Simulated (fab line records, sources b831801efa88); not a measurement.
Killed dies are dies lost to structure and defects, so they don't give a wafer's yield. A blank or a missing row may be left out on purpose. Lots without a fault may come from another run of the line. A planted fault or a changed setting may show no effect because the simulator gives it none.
A struck lot beside a sound one | flow sky130 | 22 steps out of a route of 708
Sound: wafers L786.2, L786.3, L786.5. Struck: wafers L801.1, L801.2, L801.3. The cause comes at the end.
At each step with rows: each side's tool, then ch and its chambers, then its first start. Under that, the readings that differ: sound wafers | struck wafers | difference of the means | sigmas: that difference in standard deviations of wafers without a fault.
alike: readings whose means differ by less than 2 such deviations, and words and numbers that are the same on both sides. not compared: withheld readings, readings that some wafer has no value for, bounds like >300 that may hide the same value, and numbers for which the record gives no deviation and whose values overlap.
The two part at a step that has a row with sigmas, a row that says differs or no value, or rows on one side only. Numbers that don't overlap but have no deviation are shown without sigmas and don't part them. A reading that every wafer of one side lacks parts them only if that side has two wafers or more.

first, 2 steps without rows for these wafers: SKY_POLY_GATE_CLEAN_19 (cleans in SC1/SC2, time 150 s); SKY_POLY_GATE_OXIDATION_20 (stabilise 600 s, purge 300 s, target thk 4 nm).
SKY_POLY_GATE_THK_MEAS_21:
  sound on film_metro-03, day 16 19:25; struck on film_metro-04, day 22 09:20
  alike: POLY_GATE_OXIDATION_THK
SKY_POLY_GATE_CD_MEAS_22:
  sound on cd_sem-01, day 16 19:30; struck on cd_sem-01, day 22 09:24
  reading    | sound             | struck            | difference | sigmas
  cd_nm (nm) | 153.4 150.7 154.6 | 147.6 146.2 149.3 | -5.2       | -2
then, 7 steps without rows for these wafers: SKY_LDD_N_DEHYDRATE_00 (time 60 s); SKY_LDD_N_HMDS_01 (prime time 60 s); SKY_LDD_N_COAT_02 (resist thk 300 nm); SKY_LDD_N_SOFTBAKE_03 (time 60 s); SKY_LDD_N_EXPOSE_04 (exposes mask NTM, target cd 840 nm); SKY_LDD_N_PEB_05; SKY_LDD_N_DEVELOP_06 (develop time 60 s).
SKY_LDD_N_OVL_MEAS_07:
  sound on overlay-02, day 18 00:42; struck on overlay-01, day 23 14:31
  alike: LDD_N_OVL
SKY_LDD_N_IMPLANT_08:
  sound on implanter-03 ch 0, day 18 00:46; struck on implanter-02, day 23 14:34
  no value came back on the struck wafers for beam_energy_keV, beam_on_s (s), rotation_deg (degrees); on the sound wafers beam_energy_keV reads 20.009 20.002 20.005
then, 7 steps without rows for these wafers: SKY_LDD_N_IMPLANT_09; SKY_LDD_N_IMPLANT_10; SKY_LDD_N_IMPLANT_11; SKY_LDD_N_IMPLANT_12; SKY_LDD_N_IMPLANT_13; SKY_LDD_N_IMPLANT_14; SKY_LDD_N_IMPLANT_15.
SKY_LDD_N_STRIP_16: strips in O2/N2.
  sound on plasma_asher-04 ch 0,1, day 18 01:56; struck on plasma_asher-03 ch 0,1, day 23 15:46
  reading                      | sound             | struck            | difference | sigmas
  strip_time_to_endpoint_s (s) | 4.311 4.318 4.327 | 4.148 4.137 4.128 | -0.181     | -13
  alike: drypump_motor_current_A, oes_product_au
  not compared: rf_hours_counter_h
SKY_LDD_N_TW_MEAS_17:
  sound on film_metro-04, day 18 02:02; struck on film_metro-02, day 23 15:52
  reading  | sound          | struck         | difference | sigmas
  LDD_N_TW | 2560 2559 2561 | 2431 2438 2442 | -123       | -10

WHERE THEY PART
First at SKY_POLY_GATE_CD_MEAS_22; last, within this record, at SKY_LDD_N_TW_MEAS_17.

WHY: what the simulator had put in
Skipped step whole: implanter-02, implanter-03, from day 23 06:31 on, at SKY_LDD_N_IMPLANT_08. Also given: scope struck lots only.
